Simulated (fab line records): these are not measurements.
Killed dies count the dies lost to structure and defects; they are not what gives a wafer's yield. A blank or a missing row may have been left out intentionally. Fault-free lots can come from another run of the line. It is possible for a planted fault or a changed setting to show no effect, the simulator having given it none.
Which tool was responsible? ; flow sky130 ; 12 lots, 36 wafers sampled, at 5 steps of a route of 708

## WHAT THE GAUGES READ, wafer by wafer
SKY_LDD_HVN_OVL_MEAS_07.
lot;measured;on;LDD_HVN_OVL (nm)
L125;day 21 07:35;overlay-02;1.2 -1.7 -1.3
L126;day 21 07:49;overlay-01;1.8 1.3 1.3
L127;day 21 09:37;overlay-01;1.7 3.3 1.5
L130;day 23 00:19;overlay-02;-0.2 0.8 -0.5
L131;day 23 10:59;overlay-01;-3.0 0.8 -1.9
L137;day 25 07:08;overlay-01;-0.4 0.5 0.6
L138;day 25 20:08;overlay-01;1.1 0.4 -0.2
L140;day 26 04:02;overlay-02;0.1 0.7 -0.1
L141;day 26 13:20;overlay-01;-2.2 1.1 -0.4
L142;day 26 16:41;overlay-02;-0.8 0.7 2.2
L144;day 27 12:50;overlay-02;-1.6 -1.6 -1.2
L147;day 28 12:02;overlay-01;1.4 -0.5 0.6

SKY_LDD_HVP_TW_MEAS_10.
lot;measured;on;LDD_HVP_TW
L125;day 22 15:06;film-metro-02;457 457 455
L126;day 22 15:14;film-metro-04;458 458 459
L127;day 22 16:09;film-metro-01;459 460 462
L130;day 24 07:12;film-metro-01;434 435 437
L131;day 24 18:01;film-metro-04;435 437 434
L137;day 26 12:31;film-metro-01;460 459 457
L138;day 27 01:16;film-metro-02;452 454 453
L140;day 27 10:05;film-metro-01;463 464 464
L141;day 27 18:23;film-metro-01;463 464 464
L142;day 27 21:53;film-metro-01;463 463 462
L144;day 28 17:58;film-metro-01;457 457 459
L147;day 29 16:01;film-metro-04;454 455 455

SKY_POLY_CUT_CD_MEAS_08: target cd 270 nm.
lot;measured;on;cd-nm (nm)
L125;day 25 04:05;cd-sem-02;272.0 273.2 271.6
L126;day 25 07:05;cd-sem-02;272.3 270.6 271.2
L127;day 25 07:27;cd-sem-01;268.0 269.7 268.3
L130;day 26 19:53;cd-sem-01;268.9 267.7 267.7
L131;day 27 07:32;cd-sem-01;270.1 269.2 269.6
L137;day 28 23:38;cd-sem-01;268.9 267.1 267.7
L138;day 29 12:21;cd-sem-01;268.9 268.7 269.4
L140;day 29 21:40;cd-sem-02;269.2 269.5 270.4
L141;day 30 06:17;cd-sem-02;270.1 269.7 269.9
L142;day 30 08:29;cd-sem-01;272.3 273.6 273.0
L144;day 31 04:05;cd-sem-02;271.0 271.2 269.8
L147;day 32 02:49;cd-sem-02;269.0 269.3 268.5

## WHICH TOOL RAN EACH LOT (tool, then ch and the chambers of the sampled wafers, then the start)
lot;SKY_POLY_GATE_ETCH_17;SKY_LDD_HVP_IMPLANT_08
L125;rie-si-01 ch 2,3, day 17 08:37;implanter-04 ch 0, day 22 14:53
L126;rie-si-02 ch 0,1,3, day 17 08:49;implanter-03 ch 0, day 22 15:01
L127;rie-si-02 ch 0,2,3, day 17 11:58;implanter-04 ch 0, day 22 15:56
L130;rie-si-02 ch 1,2,3, day 19 01:43;implanter-03 ch 0, day 24 06:59
L131;rie-si-01 ch 0,2,3, day 19 12:19;implanter-03 ch 0, day 24 17:46
L137;rie-si-02 ch 0,2,3, day 21 10:10;implanter-01 ch 0, day 26 12:16
L138;rie-si-01 ch 0,1,3, day 21 23:41;implanter-01 ch 0, day 27 01:01
L140;rie-si-01 ch 0,3, day 22 08:13;implanter-03 ch 0, day 27 09:52
L141;rie-si-02 ch 0,2, day 22 17:55;implanter-04 ch 0, day 27 18:10
L142;rie-si-01 ch 2,3, day 22 19:37;implanter-03 ch 0, day 27 21:38
L144;rie-si-01 ch 0,1,3, day 23 18:08;implanter-03 ch 0, day 28 17:43
L147;rie-si-02 ch 1,2,3, day 24 18:01;implanter-04 ch 0, day 29 15:47
- SKY_POLY_GATE_ETCH_17: etches poly-Si in HBr/Cl2, stops on SiO2, target depth 180 nm, time 70.5 s.
- SKY_LDD_HVP_IMPLANT_08

## AS READ BY THE TOOLS THEMSELVES (means over the sampled wafers that have a number; for cases with no such wafer, the mark the record gives instead)
SKY_POLY_GATE_ETCH_17.
lot;tool;chamber-pressure-mTorr (mTorr);drypump-motor-current-A (A);mfc-cl2-sccm (sccm);oes-product-au (a.u.);throttle-valve-pct (%)
L125;rie-si-01;10.000;5.7;49.91;0.985;33.682
L126;rie-si-02;9.999;5.7;49.99;0.984;33.684
L127;rie-si-02;10.002;5.7;50.00;0.983;33.672
L130;rie-si-02;10.003;5.9;49.82;0.985;33.686
L131;rie-si-01;9.999;5.8;50.01;0.992;33.691
L137;rie-si-02;10.000;5.7;50.00;0.986;33.677
L138;rie-si-01;10.002;5.6;49.97;0.993;33.681
L140;rie-si-01;10.004;5.7;49.90;0.978;33.686
L141;rie-si-02;10.001;5.5;49.98;0.984;33.686
L142;rie-si-01;9.998;5.6;49.95;0.979;33.682
L144;rie-si-01;10.003;5.6;49.99;0.981;33.676
L147;rie-si-02;10.003;5.8;49.88;0.996;33.680

SKY_LDD_HVP_IMPLANT_08.
lot;tool;beam-on-s (s);dose-ions-cm2;faraday-current-uA
L125;implanter-04;10.07;1.7005e+13;95.5
L126;implanter-03;9.85;1.7018e+13;97.0
L127;implanter-04;9.99;1.7006e+13;96.3
L130;implanter-03;10.06;1.4415e+13;80.7
L131;implanter-03;10.19;1.4412e+13;79.4
L137;implanter-01;9.98;1.6987e+13;96.1
L138;implanter-01;9.99;1.7028e+13;96.2
L140;implanter-03;9.87;1.6976e+13;97.4
L141;implanter-04;10.13;1.6998e+13;94.5
L142;implanter-03;10.02;1.7003e+13;95.8
L144;implanter-03;9.80;1.7008e+13;97.5
L147;implanter-04;9.89;1.6998e+13;96.9

## THE ANSWER, worked out from the rows above alone
Rule: what is usual is taken from the lots themselves. Put in order of their means at a reading, lots are off if they are a third of the lots or fewer, leave a main group of 4 or more, and stand apart from it by a gap of 3 or more times the standard deviation of the main group's means; of several such gaps the widest counts. The tables above print the reading to a certain number of digits; a main group whose means all agree to those digits is not used. Also off: a lot with no number at a reading for which 4 or more lots have one. All remaining lots with rows at the step are treated as sound. Order of review: gauges by route order, followed by the tools' own readings, for which a lot's mean as printed above is used. At the first step where some lot is off, the reading lying furthest off is the one used; lots without a number count as furthest.
Off: L130, L131, seen at SKY_LDD_HVP_TW_MEAS_10 (LDD_HVP_TW). The main group has a mean of 459 with a standard deviation of 3.5.
A tool fits if, at a process step before that reading, it ran every lot that is off, and no sound lot after the first of them. Not tried: the gauges at SKY_LDD_HVP_TW_MEAS_10; whatever is off there is also off at SKY_LDD_HVP_IMPLANT_08, on other tools, and gauge error can't account for it. Of those tried, none fits.

## WHAT THE SIMULATOR HAD PUT IN
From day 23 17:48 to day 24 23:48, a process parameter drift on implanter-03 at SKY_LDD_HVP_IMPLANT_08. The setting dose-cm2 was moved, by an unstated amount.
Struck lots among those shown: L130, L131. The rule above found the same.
